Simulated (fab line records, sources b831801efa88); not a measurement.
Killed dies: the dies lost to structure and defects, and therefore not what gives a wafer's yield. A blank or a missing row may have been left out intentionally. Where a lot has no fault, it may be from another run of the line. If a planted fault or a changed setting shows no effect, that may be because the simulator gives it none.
2 desks looking at one fault	flow sky130	every desk sees just its own numbers, and what lay behind them comes last

== DESK OF THE TOOL OWNER: litho_track-03 ==
The tool's own readings at SKY_VT_ADJUST_PCH_SOFTBAKE_03: means of the sampled wafers that have a number, for each lot that ran on this tool. Any lot whose mean is over 4 standard deviations away from the usual mean is out of limits and marked OUT; that distance is given in the brackets.
Columns: A = heater_power_total_W at SKY_VT_ADJUST_PCH_SOFTBAKE_03, usual 65.30 W; B = plate_temp_C at SKY_VT_ADJUST_PCH_SOFTBAKE_03, usual 109.98 C; C = resist_line_temp_C at SKY_VT_ADJUST_PCH_SOFTBAKE_03, usual 22.99 C
lot	first seen here	A	B	C
L133	day 13 14:53	65.34	110.02	22.99
L136	day 14 04:31	65.35	109.94	22.89
L137	day 14 07:55	63.44 (-13) OUT	107.65 (-18) OUT	22.95
L139	day 14 21:12	63.50 (-13) OUT	107.78 (-17) OUT	22.96
Finding of this desk: L137, L139 out of limits; the first was L137 at day 14 07:55, on heater_power_total_W at SKY_VT_ADJUST_PCH_SOFTBAKE_03. Within limits: L133, L136.

== AT THE METROLOGY DESK ==
Means of the sampled wafers that have a number, per lot and without regard to the tool the lot ran on: this is what the gauges read. Any lot whose mean is over 4 standard deviations away from the usual mean is out of limits and marked OUT; that distance is given in the brackets.
Columns: A = cd_nm at SKY_VT_ADJUST_HVTR_CD_MEAS_07, usual 380.3 nm; B = VT_ADJUST_HVTR_OVL at SKY_VT_ADJUST_HVTR_OVL_MEAS_08, usual -0.6 nm; C = VT_ADJUST_HVTR_TW at SKY_VT_ADJUST_HVTR_TW_MEAS_11, usual 208.5; D = VT_ADJUST_PCH_OVL at SKY_VT_ADJUST_PCH_OVL_MEAS_07, usual -0.9 nm
lot	first seen here	A	B	C	D
L124	day 9 13:35	382.8	0.6	207.1	-0.7
L133	day 13 01:01	381.9	1.7	207.4	-0.7
L136	day 13 15:19	379.6	0.7	210.1	-0.4
L137	day 13 18:44	382.3	-1.1	207.5	-1.9
L138	day 14 00:52	381.6	-1.2	205.4	-2.5
L139	day 14 06:37	383.2	-0.7	206.3	-2.1
This desk's finding: nothing out of limits on any of the 6 lots.

== PUT TOGETHER ==
The tool owner's desk could have raised an alarm at day 14 07:55, on L137, L139.
From the metrology desk's view, nothing was out of limits.
The metrology desk has L137, L139 on record, within its limits.
The lots listed all ran SKY_VT_ADJUST_PCH_SOFTBAKE_03 on litho_track-03.

== WHAT THE SIMULATOR PUT IN ==
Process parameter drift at SKY_VT_ADJUST_PCH_SOFTBAKE_03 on litho_track-03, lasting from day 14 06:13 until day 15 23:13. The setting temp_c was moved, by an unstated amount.
Shown lots that were struck: L137, L139.
Each desk's first reading out of limits, in hours after the fault started: the tool owner's desk, 2.
